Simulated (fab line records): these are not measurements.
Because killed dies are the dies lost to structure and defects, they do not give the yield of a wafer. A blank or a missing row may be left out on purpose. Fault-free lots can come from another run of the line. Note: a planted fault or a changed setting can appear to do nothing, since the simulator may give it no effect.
8D (eight disciplines) problem report, filled in by code :: flow sky130 :: the parts of the form that need people (team, actions taken, sign-off) are left out

1. PROBLEM STATEMENT
rf_fwd_power_W at SKY_METAL4_METAL_ETCH_18 reads a mean of 1041.7 W on 5 wafers of 2 lots; wafers without a fault read 896.8 W with a standard deviation of 2.5. That puts it +58 standard deviations away from the usual mean.
The step: etches the open film in Cl2/BCl3, stops on SiO2, target depth 845 nm, time 183.1 s.
First observed at day 45 13:19: wafer L444.3, on rie_metal-04. The record has a number at this step for 29 wafers belonging to 10 lots. The rule behind "out" and "out of limits": a value lying over 4 standard deviations away from the usual mean. The other wafers with a number count as sound.

2. WHAT IT IS; WHAT IT IS NOT
question: which readings at this step
is: rf_fwd_power_W
is not: bcl3_flow_sccm, bias_w, chamber_pressure_mTorr, drypump_motor_current_A, he_backside_leak_sccm, oes_product_au, throttle_valve_pct

question: which lots
is: L444, L446
is not: L433, L434, L436, L437, L441, L450, L451, L452

question: which wafers of those lots
is: all that have a number
is not: -

question: read on which tools
is: rie_metal-04
is not: rie_metal-02, rie_metal-03

question: when
is: from day 45 13:19
is not: up to then (15 sound wafers); but 9 sound wafers of L450, L451, L452 came after

3. SUSPECTS, AND WHAT RULES EACH OUT
Counting: any tool at a process step up to the reading is kept as a suspect provided that every lot that is out went through it and no sound lot did after the first of them.
- cmp-01 at SKY_VIA3_CMP_24 (polishes, stops on SiO2, t overpolish 20 s, target thk 0 nm): kept. It processed each lot that is out, first L444 at day 43 17:05, and no sound lot thereafter; up to then, the last sound lot it processed was L441 at day 42 13:42.
- rie_metal-04 at SKY_METAL4_METAL_ETCH_18 (etches the open film in Cl2/BCl3, stops on SiO2, target depth 845 nm, time 183.1 s): kept. It processed each lot that is out, first L444 at day 45 13:19, and no sound lot thereafter; up to then, the last sound lot it processed was L437 at day 43 22:14. Its own rf_fwd_power_W readings are out on those wafers.
What counting leaves: cmp-01 at SKY_VIA3_CMP_24 and rie_metal-04 at SKY_METAL4_METAL_ETCH_18.

4. THE CAUSE (what the simulator had put in)
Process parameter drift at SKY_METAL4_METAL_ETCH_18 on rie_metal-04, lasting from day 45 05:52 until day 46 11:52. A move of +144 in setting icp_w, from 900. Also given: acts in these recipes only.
Counting left 2 suspects, and this tool is among them.

5. THE CHAIN OF EFFECTS, in route order
Each row: a reading where the mean over the struck wafers with a number is more than 3 standard deviations away from the usual. Scope: only readings with a usual standard deviation given in the record; hours: median across lots of the time from each lot's start at the first step in this table that gives one to its start at this step; sigmas: change in usual standard deviations.
hours: 0
step: SKY_METAL4_METAL_ETCH_18
reading: rf_fwd_power_W
usual: 896.8 W
on struck wafers: 1041.7
change: +144.9
sigmas: +58

hours: 0
step: SKY_METAL4_STRIP_19
reading: oes_product_au
usual: 0.503 a.u.
on struck wafers: 0.470
change: -0.033
sigmas: -6.7

hours: 0
step: SKY_METAL4_STRIP_19
reading: strip_time_to_endpoint_s
usual: 6.55 s
on struck wafers: 5.73
change: -0.82
sigmas: -16
It contains these process steps:
- SKY_METAL4_METAL_ETCH_18: etches the open film in Cl2/BCl3, stops on SiO2, target depth 845 nm, time 183.1 s.
- SKY_METAL4_STRIP_19: strips in O2/N2.

6. WHAT WOULD HAVE CAUGHT IT SOONER
In this record the first reading out of limits was taken at day 45 13:19, 7 hours after the fault began at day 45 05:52.
